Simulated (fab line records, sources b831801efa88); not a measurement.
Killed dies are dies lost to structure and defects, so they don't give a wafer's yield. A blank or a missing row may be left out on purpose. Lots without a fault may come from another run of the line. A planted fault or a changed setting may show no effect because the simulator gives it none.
A struck lot beside a sound one | flow sky130 | 17 steps out of a route of 708
Sound: wafers L933.2, L933.3, L933.5. Struck: wafers L944.3, L944.5, L944.6. The cause comes at the end.
At each step with rows: each side's tool, then ch and its chambers, then its first start. Under that, the readings that differ: sound wafers | struck wafers | difference of the means | sigmas: that difference in standard deviations of wafers without a fault.
alike: readings whose means differ by less than 2 such deviations, and words and numbers that are the same on both sides. not compared: withheld readings, readings that some wafer has no value for, bounds like >300 that may hide the same value, and numbers for which the record gives no deviation and whose values overlap.
The two part at a step that has a row with sigmas, a row that says differs or no value, or rows on one side only. Numbers that don't overlap but have no deviation are shown without sigmas and don't part them. A reading that every wafer of one side lacks parts them only if that side has two wafers or more.

SKY_VT_ADJUST_LVTN_OVL_MEAS_07:
  sound on overlay-02, day 6 20:16; struck on overlay-01, day 9 21:15
  alike: VT_ADJUST_LVTN_OVL
then, 1 step without rows for these wafers: SKY_VT_ADJUST_LVTN_IMPLANT_08.
SKY_VT_ADJUST_LVTN_STRIP_09: strips in O2/N2.
  sound on plasma_asher-01 ch 0,1, day 6 20:27; struck on plasma_asher-02 ch 0,1, day 9 21:27
  alike: drypump_motor_current_A, oes_product_au, strip_time_to_endpoint_s
  not compared: rf_hours_counter_h
SKY_VT_ADJUST_LVTN_TW_MEAS_10:
  sound on film_metro-02, day 6 20:34; struck on film_metro-02, day 9 21:32
  alike: VT_ADJUST_LVTN_TW
then, 7 steps without rows for these wafers: SKY_VT_ADJUST_LVTN_DEHYDRATE_11 (time 60 s); SKY_VT_ADJUST_LVTN_HMDS_12 (prime time 60 s); SKY_VT_ADJUST_LVTN_COAT_13 (resist thk 1140 nm); SKY_VT_ADJUST_LVTN_SOFTBAKE_14 (time 60 s); SKY_VT_ADJUST_LVTN_EXPOSE_15 (exposes mask HVN STD DERIVED, target cd 600 nm); SKY_VT_ADJUST_LVTN_PEB_16; SKY_VT_ADJUST_LVTN_DEVELOP_17 (develop time 60 s).
SKY_VT_ADJUST_LVTN_OVL_MEAS_18:
  sound on overlay-02, day 7 16:55; struck on overlay-02, day 10 18:47
  alike: VT_ADJUST_LVTN_01_OVL
SKY_VT_ADJUST_LVTN_IMPLANT_19:
  sound on implanter-01 ch 0, day 7 16:58; struck on implanter-01 ch 0, day 10 18:52
  reading                   | sound             | struck            | difference | sigmas
  implant_ion_amu           | 11 11 11          | 49 49 49          | +38        |
  model.implant.rp_nm (nm)  | 100.8 100.8 100.8 | 24.04 24.04 24.04 | -76.76     |
  model.implant.drp_nm (nm) | 42.97 42.97 42.97 | 12.97 12.97 12.97 | -30.00     |
  alike: dose_ions_cm2
SKY_VT_ADJUST_LVTN_STRIP_20: strips in O2/N2.
  sound on plasma_asher-02 ch 0,1, day 7 17:06; struck on plasma_asher-01 ch 0,1, day 10 18:59
  alike: drypump_motor_current_A, oes_product_au, strip_time_to_endpoint_s
  not compared: rf_hours_counter_h
SKY_VT_ADJUST_LVTN_TW_MEAS_21:
  sound on film_metro-02, day 7 17:13; struck on film_metro-02, day 10 19:05
  reading             | sound             | struck            | difference | sigmas
  VT_ADJUST_LVTN_2_TW | 187.6 187.7 187.9 | 289.3 291.4 289.2 | +102.2     | +99 or more
then, 1 step without rows for these wafers: SKY_VT_ADJUST_NCORE_DEHYDRATE_00 (time 60 s).
-- the record jumps here: 38 days lie between the struck wafers' starts before and after (it left off in module VT_ADJUST_NCORE and takes up again in module PAD_OPEN, whose first step shown is number 708 of the route) --
SKY_PAD_OPEN_PROBE_99:
  sound on prober-01, day 45 14:41; struck on prober-01, day 48 09:25
  reading                                    | sound                | struck               | difference | sigmas
  model.etest.res_pwell_under_gate.rs_ohm_sq | 2294 2273 2288       | 2335 2334 2331       | +48        |
  model.etest.nfet_g5v0d10v5.vt_long_v (V)   | 0.8076 0.8122 0.8146 | 0.8575 0.8599 0.8571 | +0.0467    |
  model.etest.nfet_g5v0d10v5.body_rise_v (V) | 0.6845 0.6837 0.6881 | 0.6588 0.6568 0.6527 | -0.0293    |
  model.etest.nfet_16v.vt_v (V)              | 0.7631 0.7688 0.7718 | 0.8116 0.8143 0.8143 | +0.0455    |
  model.etest.nfet_16v.body_rise_v (V)       | 0.678 0.6769 0.6811  | 0.6532 0.6485 0.6486 | -0.0286    |
  model.etest.nfet_g5v0d10v5.vt_v (V)        | 0.8305 0.8169 0.8261 | 0.8658 0.8661 0.8633 | +0.0406    |
  model.etest.nfet_g5v0d10v5.vt_sat_v (V)    | 0.7759 0.7628 0.7662 | 0.8032 0.7996 0.7989 | +0.0323    |
  alike: killed_at_M0_to_M3, killed_at_M4_up, killed_at_contacts, killed_at_front_end, killed_at_other, killed_dies, killed_open, killed_short

WHERE THEY PART
Only at SKY_VT_ADJUST_LVTN_TW_MEAS_21, within this record. Later steps at which nothing parts them and some readings are alike: SKY_PAD_OPEN_PROBE_99.

WHY: what the simulator had put in
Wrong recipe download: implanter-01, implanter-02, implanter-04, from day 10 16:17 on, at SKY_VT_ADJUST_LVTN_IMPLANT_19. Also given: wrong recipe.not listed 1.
